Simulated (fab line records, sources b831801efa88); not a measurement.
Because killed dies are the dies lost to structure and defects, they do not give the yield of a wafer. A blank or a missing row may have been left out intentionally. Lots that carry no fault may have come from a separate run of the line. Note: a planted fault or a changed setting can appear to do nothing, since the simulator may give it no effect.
fab line records + flow sky130
[record]
- lots = 6
- wafers = 18
- last-day = 49
route steps=708 shown PASSIVATION@683 PAD_OPEN@694
lots that met no fault: taken from a fault-free run of the same line
start-h: start of the lot's first displayed wafer, in hours after the record's first day + wait-h: time in hours since the lot's previous step + " unchanged from the row above + L1.1+2: a row that stands for several wafers + - no value, or no start given + * or withheld: withheld + < > ~ a bound
route shown NAME@n: NAME is a module with steps in the file, n the number in the route of the first one + usual: mean/standard deviation taken from wafers without a fault + same: alike in all rows + chamber/n: place in a boat + sites: readings site by site + _std_site: standard deviation across them + _edge_site: inner sites' mean taken away from outer sites' mean + radius-mm: how far each site lies from the wafer's centre + mask NAME#n: copy n + behind: tool/chamber where the wafer was last shaped + hold: what put the lot on hold/how long, in hours/how the hold closed + device: transistor that didn't switch, given as n, p or np + end of line: the same wafers' tests at the end of the route + where a step has no rows: the recipe by itself + killed: the dies lost at the first sort to structure and to defects; this is not the yield of the wafer + map: per-die view of a wafer (x killed, . not killed, _ where there is no die)
set.NAME: the setting that was run; set.NAME@STEP: the one run at that earlier step + model.NAME: the simulator's own value behind a step, which no gauge read
a table for each step, a row for each wafer; lots at some steps of the route
services: from which hour (start-h, from the record's first day; less than 0 if before it) a tool's chamber was out of use, for how many hours, and why
[[steps]]
[step SKY_PASSIVATION_CVD_02]
[recipe]
- material = Si3N4
- target-thk-nm = 540
- temp-c = 400
- time-s = withheld
- rf-w = 450
[usual]
- heater-power-w = 733/92
| lot.wafer | tool     | chamber | start-h | wait-h | heater-power-w |
|-----------|----------|---------|---------|--------|----------------|
| L518.1    | pecvd-01 | 1       | 1035.96 | 0.1    | 614            |
| L518.2    | "        | 2       | "       | "      | 834            |
| L518.4    | "        | 2       | "       | "      | 874            |
| L519.3    | pecvd-01 | 0       | 1042.71 | 0.0    | 618            |
| L519.5    | "        | 2       | "       | "      | 829            |
| L519.6    | "        | 1       | "       | "      | 578            |
| L520.2    | pecvd-03 | 2       | 1047.16 | 0.0    | 551            |
| L520.3    | "        | 1       | "       | "      | 819            |
| L520.6    | "        | 2       | "       | "      | 583            |
| L527.1    | pecvd-01 | 2       | 1092.17 | 0.1    | 785            |
| L527.5    | "        | 1       | "       | "      | 684            |
| L527.6    | "        | 2       | "       | "      | 823            |
| L537.3    | pecvd-02 | 1       | 1146.79 | 0.0    | 662            |
| L537.4    | "        | 1       | "       | "      | 686            |
| L537.6    | "        | 2       | "       | "      | 813            |
| L538.1    | pecvd-02 | 1       | 1150.79 | 0.1    | 690            |
| L538.5    | "        | 2       | "       | "      | 790            |
| L538.6    | "        | 1       | "       | "      | 723            |
[step SKY_PASSIVATION_THK_MEAS_03]
[recipe]
- reads = Si3N4_of_PASSIVATION_CVD_02
[usual]
- PASSIVATION_CVD_02_THK = 540/7.5
| lot.wafer | tool          | chamber | start-h | wait-h | PASSIVATION_CVD_02_THK[nm] |
|-----------|---------------|---------|---------|--------|----------------------------|
| L518.1    | film-metro-03 | -       | 1036.18 | -      | 539                        |
| L518.2    | "             | -       | "       | "      | 538                        |
| L518.4    | "             | -       | "       | "      | 545                        |
| L519.3    | film-metro-02 | -       | 1042.96 | -      | 538                        |
| L519.5    | "             | -       | "       | "      | 546                        |
| L519.6    | "             | -       | "       | "      | 549                        |
| L520.2    | film-metro-04 | -       | 1047.40 | -      | 545                        |
| L520.3    | "             | -       | "       | "      | 538                        |
| L520.6    | "             | -       | "       | "      | 541                        |
| L527.1    | film-metro-02 | -       | 1092.39 | -      | 544                        |
| L527.5    | "             | -       | "       | "      | 542                        |
| L527.6    | "             | -       | "       | "      | 551                        |
| L537.3    | film-metro-04 | -       | 1147.04 | -      | 537                        |
| L537.4    | "             | -       | "       | "      | 546                        |
| L537.6    | "             | -       | "       | "      | 552                        |
| L538.1    | film-metro-04 | -       | 1151.01 | -      | 543                        |
| L538.5    | "             | -       | "       | "      | 558                        |
| L538.6    | "             | -       | "       | "      | 548                        |
[step SKY_PASSIVATION_DEHYDRATE_04]
[recipe]
- temp-c = 200
- time-s = 60
[step SKY_PASSIVATION_HMDS_05]
[recipe]
- prime-time-s = 60
- prime-temp-c = 120
[step SKY_PASSIVATION_COAT_06]
[recipe]
- spin-rpm = 2000
- resist-thk-nm = 3000
[step SKY_PASSIVATION_SOFTBAKE_07]
[recipe]
- temp-c = 110
- time-s = withheld
[step SKY_PASSIVATION_EXPOSE_08]
[recipe]
- mask-id = NSM
- target-cd-nm = 3000
- na = 0.57
- dose-mj = 260
[step SKY_PASSIVATION_PEB_09]
[recipe]
- temp-c = 115
- time-s = withheld
[step SKY_PASSIVATION_DEVELOP_10]
[recipe]
- develop-time-s = 60
- dev-temp-c = 23
[step SKY_PASSIVATION_ETCH_11]
[recipe]
- chemistry = CF4/O2
- target-depth-nm = 725
- stop-on = AlCu
- source-w = 800
- bias-w = 150
- pressure-mtorr = 150
- cf4-flow-sccm = 80
- O2_flow_sccm = 10
- time-s = 161.1
[usual]
- drypump-motor-current-A = 5.8/0.44
- oes-product-au = 0.977/0.0079
- throttle-valve-pct = 5.965/0.011
| lot.wafer | tool        | chamber | start-h | wait-h | drypump-motor-current-A | oes-product-au | rf-hours-counter-h | throttle-valve-pct |
|-----------|-------------|---------|---------|--------|-------------------------|----------------|--------------------|--------------------|
| L518.1    | rie-diel-02 | 2       | 1058.27 | -      | 5.2                     | 0.973          | 15                 | 5.984              |
| L518.2    | "           | 1       | "       | "      | 5.9                     | 0.977          | 17                 | 5.966              |
| L518.4    | "           | 3       | "       | "      | 5.3                     | 0.988          | 3                  | 5.960              |
| L519.3    | rie-diel-01 | 2       | 1064.69 | -      | 6.3                     | 0.978          | 12                 | 5.972              |
| L519.5    | "           | 1       | "       | "      | 6.2                     | 0.984          | -                  | 5.966              |
| L519.6    | "           | 0       | "       | "      | 5.7                     | 0.980          | -                  | 5.973              |
| L520.2    | rie-diel-01 | 2       | 1069.26 | -      | 6.3                     | 0.980          | 12                 | 5.974              |
| L520.3    | "           | 0       | "       | "      | 5.7                     | 0.981          | 12                 | 5.958              |
| L520.6    | "           | 0       | "       | "      | 5.7                     | 0.975          | -                  | 5.945              |
| L527.1    | rie-diel-02 | 1       | 1112.32 | -      | 5.9                     | 0.981          | 19                 | 5.961              |
| L527.5    | "           | 2       | "       | "      | 5.2                     | 0.981          | -                  | 5.971              |
| L527.6    | "           | 1       | "       | "      | 5.9                     | 1.000          | -                  | 5.969              |
| L537.3    | rie-diel-02 | 2       | 1164.57 | -      | 5.2                     | 0.976          | 18                 | 5.961              |
| L537.4    | "           | 3       | "       | "      | 5.3                     | 0.985          | 7                  | 5.968              |
| L537.6    | "           | 0       | "       | "      | 6.3                     | 0.989          | -                  | 5.985              |
| L538.1    | rie-diel-04 | 0       | 1168.52 | -      | 6.3                     | 0.987          | 15                 | 5.988              |
| L538.5    | "           | 0       | "       | "      | 6.3                     | 1.004          | -                  | 5.980              |
| L538.6    | "           | 1       | "       | "      | 5.6                     | 0.981          | -                  | 5.982              |
[step SKY_PASSIVATION_STRIP_12]
[recipe]
- chemistry = O2/N2
- power-w = 1400
- pressure-mtorr = 1500
- platen-temp-c = withheld
- overash-fraction = 0.7
- o2-flow-sccm = 3000
- n2-flow-sccm = 300
[usual]
- drypump-motor-current-A = 5.6/0.45
- oes-product-au = 0.661/0.0046
- strip-time-to-endpoint-s = 31.56/0.15
| lot.wafer | tool            | chamber | start-h | wait-h | drypump-motor-current-A | oes-product-au | rf-hours-counter-h | strip-time-to-endpoint-s |
|-----------|-----------------|---------|---------|--------|-------------------------|----------------|--------------------|--------------------------|
| L518.1    | plasma-asher-04 | 0       | 1058.38 | 0.1    | 4.8                     | 0.659          | 30                 | 31.39                    |
| L518.2    | "               | 1       | "       | "      | 5.9                     | 0.661          | 30                 | 31.34                    |
| L518.4    | "               | 1       | "       | "      | 5.9                     | 0.664          | -                  | 31.44                    |
| L519.3    | plasma-asher-01 | 0       | 1064.83 | 0.1    | 5.9                     | 0.664          | -                  | 31.59                    |
| L519.5    | "               | 0       | "       | "      | 6.0                     | 0.667          | -                  | 31.45                    |
| L519.6    | "               | 1       | "       | "      | 5.9                     | 0.662          | -                  | 31.56                    |
| L520.2    | plasma-asher-01 | 1       | 1069.37 | 0.1    | 5.9                     | 0.658          | 98                 | 31.34                    |
| L520.3    | "               | 1       | "       | "      | 5.9                     | 0.659          | -                  | 31.50                    |
| L520.6    | "               | 0       | "       | "      | 5.9                     | 0.666          | -                  | 31.61                    |
| L527.1    | plasma-asher-04 | 0       | 1112.43 | 0.1    | 4.8                     | 0.657          | 36                 | 31.57                    |
| L527.5    | "               | 0       | "       | "      | 4.8                     | 0.664          | -                  | 31.75                    |
| L527.6    | "               | 1       | "       | "      | 5.9                     | 0.659          | -                  | 31.55                    |
| L537.3    | plasma-asher-02 | 0       | 1164.71 | 0.1    | 6.0                     | 0.657          | -                  | 31.67                    |
| L537.4    | "               | 1       | "       | "      | 5.6                     | 0.666          | -                  | 31.73                    |
| L537.6    | "               | 0       | "       | "      | 6.0                     | 0.656          | -                  | 31.67                    |
| L538.1    | plasma-asher-02 | 0       | 1168.63 | 0.1    | 6.0                     | 0.660          | 10                 | 31.60                    |
| L538.5    | "               | 0       | "       | "      | 6.0                     | 0.674          | -                  | 31.59                    |
| L538.6    | "               | 1       | "       | "      | 5.6                     | 0.651          | -                  | 31.74                    |
[step SKY_PAD_OPEN_DEHYDRATE_00]
[recipe]
- temp-c = 200
- time-s = 60
[step SKY_PAD_OPEN_HMDS_01]
[recipe]
- prime-time-s = 60
- prime-temp-c = 120
[usual]
- prime-temp-c = 120.03/0.12
| lot.wafer | tool           | chamber | start-h | wait-h | prime-temp-c |
|-----------|----------------|---------|---------|--------|--------------|
| L518.1    | litho-track-04 | 0       | 1068.42 | 0.1    | 119.98       |
| L518.2    | "              | 0       | "       | "      | 120.04       |
| L518.4    | "              | 0       | "       | "      | 119.97       |
| L519.3    | litho-track-02 | 0       | 1074.99 | 0.1    | 120.00       |
| L519.5    | "              | 0       | "       | "      | 119.68       |
| L519.6    | "              | 0       | "       | "      | 119.94       |
| L520.2    | litho-track-01 | 0       | 1079.79 | 0.1    | 119.99       |
| L520.3    | "              | 0       | "       | "      | 119.90       |
| L520.6    | "              | 0       | "       | "      | 119.98       |
| L527.1    | litho-track-02 | 0       | 1121.59 | 0.1    | 120.20       |
| L527.5    | "              | 0       | "       | "      | 120.00       |
| L527.6    | "              | 0       | "       | "      | 120.01       |
| L537.3    | litho-track-01 | 0       | 1172.12 | 0.1    | 118.30       |
| L537.4    | "              | 0       | "       | "      | 118.30       |
| L537.6    | "              | 0       | "       | "      | 118.34       |
| L538.1    | litho-track-01 | 0       | 1176.62 | 0.1    | 118.32       |
| L538.5    | "              | 0       | "       | "      | 118.17       |
| L538.6    | "              | 0       | "       | "      | 118.27       |
[step SKY_PAD_OPEN_COAT_02]
[recipe]
- spin-rpm = 2000
- resist-thk-nm = 3000
[step SKY_PAD_OPEN_PROBE_99]
[usual]
- defect-limited-yield = 82.6/1.8
- killed_at_M0_to_M3 = 43/6.4
- killed_at_M4_up = 2.8/1.7
- killed-at-contacts = 24/5.5
- killed-at-front-end = 15/4
- killed-at-other = 0.3/0.54
- killed-dies = 86/9.1
- killed-open = 47/6.6
- killed-short = 39/6.2
- sort_bin_3_pad_short = 0.9/0.45
- sort_bin_5_function = 10.4/1.4
- sort_bin_6_memory = 6.2/1.1
- sort-n-pass = 406/9.1
- sort-yield-pct = 82.6/1.8
[same]
- gross-dies = 492
- killed-at-back-side = 0
- sort_bin_4_leakage[%] = 0
- sort_bin_8_speed[%] = 0
| lot.wafer | tool      | chamber | start-h | wait-h | defect-limited-yield[%] | killed_at_M0_to_M3 | killed_at_M4_up | killed-at-contacts | killed-at-front-end | killed-at-other | killed-dies | killed-open | killed-short | sort_bin_3_pad_short[%] | sort_bin_5_function[%] | sort_bin_6_memory[%] | sort-n-pass | sort-yield-pct[%] |
|-----------|-----------|---------|---------|--------|-------------------------|--------------------|-----------------|--------------------|---------------------|-----------------|-------------|-------------|--------------|-------------------------|------------------------|----------------------|-------------|-------------------|
| L518.1    | prober-02 | -       | 1081.55 | 0.1    | 81.5                    | 47                 | 3               | 30                 | 11                  | 0               | 91          | 57          | 34           | 0.6                     | 9.3                    | 8.5                  | 401         | 81.5              |
| L518.2    | prober-02 | -       | 1081.60 | 0.1    | 80.3                    | 49                 | 2               | 30                 | 16                  | 0               | 97          | 52          | 45           | 1.6                     | 9.1                    | 8.9                  | 395         | 80.3              |
| L518.4    | prober-02 | -       | 1081.70 | 0.2    | 81.5                    | 45                 | 3               | 26                 | 17                  | 0               | 91          | 43          | 48           | 1.2                     | 10.4                   | 6.9                  | 401         | 81.5              |
| L519.3    | prober-01 | -       | 1088.54 | 0.2    | 85.6                    | 35                 | 2               | 16                 | 18                  | 0               | 71          | 45          | 26           | 0.6                     | 7.5                    | 6.3                  | 421         | 85.6              |
| L519.5    | prober-01 | -       | 1088.64 | 0.2    | 79.7                    | 54                 | 2               | 23                 | 20                  | 1               | 100         | 62          | 38           | 0.4                     | 12.6                   | 7.3                  | 392         | 79.7              |
| L519.6    | prober-01 | -       | 1088.69 | 0.2    | 81.5                    | 40                 | 4               | 23                 | 24                  | 0               | 91          | 52          | 39           | 0.6                     | 11.4                   | 6.5                  | 401         | 81.5              |
| L520.2    | prober-01 | -       | 1092.20 | 0.1    | 79.9                    | 49                 | 4               | 33                 | 13                  | 0               | 99          | 46          | 53           | 0.8                     | 11.4                   | 7.9                  | 393         | 79.9              |
| L520.3    | prober-01 | -       | 1092.25 | 0.2    | 82.3                    | 41                 | 2               | 25                 | 19                  | 0               | 87          | 37          | 50           | 1.6                     | 10.6                   | 5.5                  | 405         | 82.3              |
| L520.6    | prober-01 | -       | 1092.40 | 0.2    | 84.8                    | 36                 | 5               | 21                 | 12                  | 1               | 75          | 45          | 30           | 0.8                     | 9.8                    | 4.7                  | 417         | 84.8              |
| L527.1    | prober-02 | -       | 1133.97 | 0.1    | 79.5                    | 56                 | 2               | 25                 | 18                  | 0               | 101         | 58          | 43           | 1.8                     | 12.2                   | 6.5                  | 391         | 79.5              |
| L527.5    | prober-02 | -       | 1134.17 | 0.2    | 80.9                    | 52                 | 2               | 29                 | 11                  | 0               | 94          | 58          | 36           | 0.4                     | 12.0                   | 6.7                  | 398         | 80.9              |
| L527.6    | prober-02 | -       | 1134.22 | 0.2    | 81.3                    | 48                 | 1               | 33                 | 9                   | 1               | 92          | 50          | 42           | 0.6                     | 11.2                   | 6.9                  | 400         | 81.3              |
| L537.3    | prober-02 | -       | 1183.49 | 0.2    | 80.7                    | 47                 | 1               | 24                 | 20                  | 3               | 95          | 42          | 53           | 1.6                     | 9.3                    | 8.3                  | 397         | 80.7              |
| L537.4    | prober-02 | -       | 1183.54 | 0.2    | 82.1                    | 43                 | 5               | 28                 | 12                  | 0               | 88          | 50          | 38           | 1.8                     | 8.9                    | 7.1                  | 404         | 82.1              |
| L537.6    | prober-02 | -       | 1183.64 | 0.2    | 81.3                    | 58                 | 2               | 15                 | 17                  | 0               | 92          | 47          | 45           | 1.2                     | 11.8                   | 5.7                  | 400         | 81.3              |
| L538.1    | prober-01 | -       | 1186.85 | 0.1    | 82.9                    | 37                 | 3               | 22                 | 22                  | 0               | 84          | 47          | 37           | 0.4                     | 9.6                    | 7.1                  | 408         | 82.9              |
| L538.5    | prober-01 | -       | 1187.05 | 0.2    | 83.5                    | 39                 | 2               | 23                 | 17                  | 0               | 81          | 41          | 40           | 0.8                     | 8.5                    | 7.1                  | 411         | 83.5              |
| L538.6    | prober-01 | -       | 1187.10 | 0.2    | 83.3                    | 40                 | 3               | 24                 | 15                  | 0               | 82          | 44          | 38           | 0.6                     | 9.8                    | 6.3                  | 410         | 83.3              |
// killed by level:class
L518.1 LI_CONTACT:geometric-particle:open=12 CONTACT:geometric-particle:open=11 VIA3:geometric-particle:open=10 VIA1:geometric-particle:short=8 VIA1:geometric-particle:open=7 METAL1:geometric-particle:short=5 VIA2:geometric-particle:open=4 CONTACT:geometric-particle:short=4
L518.2 CONTACT:geometric-particle:open=10 VIA2:geometric-particle:open=8 VIA1:geometric-particle:open=7 VIA3:geometric-particle:open=7 LI_CONTACT:geometric-particle:open=6 METAL1:geometric-particle:short=6 VIA3:geometric-particle:short=6 LOCAL_INTERCONNECT:geometric-particle:short=5
L518.4 CONTACT:geometric-particle:open=10 VIA1:geometric-particle:open=9 VIA3:geometric-particle:open=7 CONTACT:geometric-particle:short=6 FIELD_ISO:geometric-particle:short=5 POLY_GATE:geometric-particle:short=5 METAL1:geometric-particle:short=5 VIA1:geometric-particle:short=5
L519.3 VIA1:geometric-particle:open=14 CONTACT:geometric-particle:open=7 VIA3:geometric-particle:open=6 POLY_GATE:geometric-particle:short=5 FIELD_ISO:geometric-particle:short=4 POLY_GATE:geometric-particle:open=4 LI_CONTACT:geometric-particle:open=4 CONTACT:geometric-particle:short=4
L519.5 VIA1:geometric-particle:open=13 VIA2:geometric-particle:open=13 VIA3:geometric-particle:open=10 CONTACT:geometric-particle:open=9 CONTACT:geometric-particle:short=6 METAL2:geometric-particle:short=6 FIELD_ISO:geometric-particle:short=5 POLY_GATE:geometric-particle:short=5
L519.6 CONTACT:geometric-particle:open=9 METAL2:geometric-particle:short=8 VIA1:geometric-particle:open=7 VIA2:geometric-particle:open=7 FIELD_ISO:geometric-particle:open=6 LI_CONTACT:geometric-particle:open=6 METAL4:geometric-particle:short=4 VIA3:geometric-particle:open=4
L520.2 METAL1:geometric-particle:short=11 CONTACT:geometric-particle:short=10 LI_CONTACT:geometric-particle:open=9 VIA1:geometric-particle:open=9 CONTACT:geometric-particle:open=8 VIA1:geometric-particle:short=7 LOCAL_INTERCONNECT:geometric-particle:short=5 VIA2:geometric-particle:open=5
L520.3 METAL1:geometric-particle:short=8 VIA3:geometric-particle:open=6 LI_CONTACT:geometric-particle:open=6 CONTACT:geometric-particle:short=6 CONTACT:geometric-particle:open=6 VIA1:geometric-particle:open=6 FIELD_ISO:geometric-particle:short=5 POLY_GATE:geometric-particle:short=5
L520.6 CONTACT:geometric-particle:open=9 VIA1:geometric-particle:open=8 VIA2:geometric-particle:open=7 VIA3:geometric-particle:open=6 LI_CONTACT:geometric-particle:open=5 METAL1:geometric-particle:short=4 METAL4:geometric-particle:short=4 FIELD_ISO:geometric-particle:short=3
L527.1 VIA3:geometric-particle:open=11 VIA1:geometric-particle:open=9 CONTACT:geometric-particle:open=8 FIELD_ISO:geometric-particle:open=7 VIA2:geometric-particle:open=6 POLY_GATE:geometric-particle:open=6 LI_CONTACT:geometric-particle:open=6 CONTACT:geometric-particle:short=6
L527.5 VIA1:geometric-particle:open=15 CONTACT:geometric-particle:open=11 LI_CONTACT:geometric-particle:open=8 VIA1:geometric-particle:short=6 VIA3:geometric-particle:open=5 METAL1:geometric-particle:short=5 LI_CONTACT:geometric-particle:short=4 METAL2:geometric-particle:short=4
L527.6 CONTACT:geometric-particle:open=10 VIA1:geometric-particle:open=9 CONTACT:geometric-particle:short=7 VIA2:geometric-particle:open=7 VIA3:geometric-particle:open=6 LI_CONTACT:geometric-particle:open=6 VIA1:geometric-particle:short=6 LOCAL_INTERCONNECT:geometric-particle:short=5
L537.3 VIA1:geometric-particle:open=10 METAL2:geometric-particle:short=8 FIELD_ISO:geometric-particle:short=7 FIELD_ISO:geometric-particle:open=7 LI_CONTACT:geometric-particle:open=7 METAL3:geometric-particle:short=6 VIA2:geometric-particle:short=5 LI_CONTACT:geometric-particle:short=4
L537.4 VIA1:geometric-particle:open=13 LI_CONTACT:geometric-particle:open=12 CONTACT:geometric-particle:open=7 VIA1:geometric-particle:short=6 METAL2:geometric-particle:short=6 VIA2:geometric-particle:open=6 LOCAL_INTERCONNECT:geometric-particle:short=5 METAL1:geometric-particle:short=4
L537.6 VIA1:geometric-particle:open=18 VIA2:geometric-particle:short=7 VIA2:geometric-particle:open=7 VIA3:geometric-particle:short=7 LI_CONTACT:geometric-particle:short=6 VIA3:geometric-particle:open=6 FIELD_ISO:geometric-particle:short=4 POLY_GATE:geometric-particle:short=4
L538.1 VIA1:geometric-particle:open=10 FIELD_ISO:geometric-particle:open=8 CONTACT:geometric-particle:open=7 VIA2:geometric-particle:open=6 POLY_GATE:geometric-particle:short=5 METAL1:geometric-particle:short=5 LI_CONTACT:geometric-particle:open=4 CONTACT:geometric-particle:short=4
L538.5 VIA1:geometric-particle:open=9 LI_CONTACT:geometric-particle:open=7 FIELD_ISO:geometric-particle:open=6 METAL2:geometric-particle:short=6 FIELD_ISO:geometric-particle:short=5 LI_CONTACT:geometric-particle:short=5 CONTACT:geometric-particle:open=5 VIA1:geometric-particle:short=5
L538.6 CONTACT:geometric-particle:open=10 VIA1:geometric-particle:open=8 VIA3:geometric-particle:open=7 FIELD_ISO:geometric-particle:open=5 POLY_GATE:geometric-particle:open=5 CONTACT:geometric-particle:short=5 METAL2:geometric-particle:short=5 VIA2:geometric-particle:short=4
[[services]]
| tool            | chamber | start-h | hours | kind           |
|-----------------|---------|---------|-------|----------------|
| pecvd-02        | 2       | 1014.28 | 2.1   | scheduled-down |
| rie-diel-01     | -       | 1021.94 | 2.4   | repair         |
| pecvd-02        | -       | 1035.55 | 1.4   | repair         |
| plasma-asher-02 | -       | 1055.25 | 9.0   | pm             |
| plasma-asher-02 | 0       | 1055.25 | 9.0   | vent-cycle     |
| plasma-asher-02 | 1       | 1055.25 | 9.0   | vent-cycle     |
| plasma-asher-02 | 0       | 1064.25 | -     | clean          |
| pecvd-01        | -       | 1066.46 | 6.0   | pm             |
| pecvd-03        | 0       | 1067.63 | 5.0   | repair         |
| rie-diel-01     | -       | 1072.86 | 14.6  | pm             |
| plasma-asher-01 | -       | 1073.37 | 6.3   | repair         |
| rie-diel-02     | -       | 1076.84 | 2.8   | pm             |
| pecvd-02        | 2       | 1090.34 | 4.9   | repair         |
| plasma-asher-02 | -       | 1096.15 | 5.8   | repair         |
| plasma-asher-01 | -       | 1104.59 | 0.6   | repair         |
| pecvd-01        | 0       | 1105.34 | 5.0   | scheduled-down |
| rie-diel-01     | 0       | 1114.03 | 8.5   | repair         |
| rie-diel-04     | 2       | 1117.73 | 9.7   | repair         |
| rie-diel-02     | 3       | 1120.14 | 1.6   | repair         |
| pecvd-01        | -       | 1125.87 | 5.5   | pm             |
| pecvd-01        | 1       | 1131.53 | 12.4  | repair         |
| plasma-asher-02 | -       | 1132.86 | 1.5   | repair         |
| plasma-asher-01 | -       | 1158.23 | 22.3  | repair         |
| plasma-asher-01 | -       | 1169.71 | 3.2   | repair         |
[[key]]
[first-sign]
- step = SKY_PAD_OPEN_HMDS_01
- reading = prime-temp-c
- direction = down
- sigmas = 15
- usual = *
- struck = *
effect none on later readings
met-at SKY_PAD_OPEN_HMDS_01
struck-wafers L537.3,L537.4,L537.6,L538.1,L538.5,L538.6
onset-between 1079.79 1172.12
[fault]
- kind = process-parameter-drift
- tool = litho-track-01
- chamber = -
- onset-h = 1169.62
- steps = SKY_PAD_OPEN_HMDS_01
- channel = prime-temp-c
- offset = *
- shape = step
- end-h = 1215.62
- acts-in = *
- stated = *
